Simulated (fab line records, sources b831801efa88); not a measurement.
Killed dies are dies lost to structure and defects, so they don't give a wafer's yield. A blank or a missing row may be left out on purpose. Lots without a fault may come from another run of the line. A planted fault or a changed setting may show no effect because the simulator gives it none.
A struck lot beside a sound one | flow sky130 | 35 steps out of a route of 708
Sound: wafers L319.3, L319.4, L319.6. Struck: wafers L331.4, L331.5, L331.6. The cause comes at the end.
At each step with rows: each side's tool, then ch and its chambers, then its first start. Under that, the readings that differ: sound wafers | struck wafers | difference of the means | sigmas: that difference in standard deviations of wafers without a fault.
alike: readings whose means differ by less than 2 such deviations, and words and numbers that are the same on both sides. not compared: withheld readings, readings that some wafer has no value for, bounds like >300 that may hide the same value, and numbers for which the record gives no deviation and whose values overlap.
The two part at a step that has a row with sigmas, a row that says differs or no value, or rows on one side only. Numbers that don't overlap but have no deviation are shown without sigmas and don't part them. A reading that every wafer of one side lacks parts them only if that side has two wafers or more.

first, 10 steps without rows for these wafers: SKY_METAL3_DEHYDRATE_05 (time 60 s); SKY_METAL3_HMDS_06 (prime time 60 s); SKY_METAL3_COAT_07 (resist thk 60 nm); SKY_METAL3_COAT_08 (resist thk 1154 nm); SKY_METAL3_SOFTBAKE_09 (time 90 s); SKY_METAL3_EXPOSE_10 (exposes mask MM3, target cd 300 nm); SKY_METAL3_PEB_11; SKY_METAL3_DEVELOP_12 (develop time 60 s); SKY_METAL3_DESCUM_15 (chemistry O2, time 8 s); SKY_METAL3_ETCH_16 (etches BARC in N2/H2, stops on SiO2, time 88.2 s, target depth 60 nm).
SKY_METAL3_ETCH_17: etches SiO2 in C4F8/O2/Ar, stops on TiN, time 3.9 s, target depth 15 nm.
  sound on rie_diel-01 ch 0,1,3, day 38 08:55; struck on rie_diel-01 ch 0,3, day 42 05:02
  alike: oes_product_au
  not compared: rf_hours_counter_h
then, 23 steps without rows for these wafers: SKY_METAL3_METAL_ETCH_18 (etches the open film in Cl2/BCl3, stops on SiO2, target depth 845 nm, time 183.1 s); SKY_METAL3_STRIP_19 (strips in O2/N2); SKY_METAL3_STRIP_20 (strips in post etch residue remover, time 1200 s); SKY_METAL3_CLEAN_21 (cleans in IPA, time 180 s); SKY_METAL3_CLEAN_22 (cleans in O3/DIW); SKY_VIA3_HDPCVD_00 (deposits SiO2, target thk 1635 nm, time 272.5 s); SKY_VIA3_CMP_02 (polishes SiO2); SKY_VIA3_DEHYDRATE_04 (time 60 s); SKY_VIA3_HMDS_05 (prime time 60 s); SKY_VIA3_COAT_06 (resist thk 60 nm); SKY_VIA3_COAT_07 (resist thk 450 nm); SKY_VIA3_SOFTBAKE_08 (time 90 s); SKY_VIA3_EXPOSE_09 (exposes mask VIM3, target cd 200 nm); SKY_VIA3_PEB_10; SKY_VIA3_DEVELOP_11 (develop time 60 s); SKY_VIA3_ETCH_14 (etches BARC in N2/H2, stops on SiO2, time 45.9 s, target depth 60 nm); SKY_VIA3_ETCH_15 (etches SiO2 in C4F8/O2/Ar, stops on TiN, target depth 507 nm, time 78 s); SKY_VIA3_STRIP_16 (strips in O2/N2); SKY_VIA3_STRIP_17 (strips in post etch residue remover, time 1200 s); SKY_VIA3_CLEAN_18 (cleans in IPA, time 180 s); SKY_VIA3_CLEAN_19 (cleans in O3/DIW); SKY_VIA3_SPUTTER_20 (material TiN, target thk 20 nm, time 80 s); SKY_VIA3_CVD_21 (deposits W, target thk 390 nm, time 117.31 s).
-- the record jumps here: 7 days lie between the struck wafers' starts before and after (it left off in module VIA3 and takes up again in module PAD_OPEN, whose first step shown is number 708 of the route) --
SKY_PAD_OPEN_PROBE_99:
  the record has rows for the struck wafers here (prober-01, day 48 17:26) and none for the sound ones

WHERE THEY PART
Only at SKY_PAD_OPEN_PROBE_99, within this record.

WHY: what the simulator had put in
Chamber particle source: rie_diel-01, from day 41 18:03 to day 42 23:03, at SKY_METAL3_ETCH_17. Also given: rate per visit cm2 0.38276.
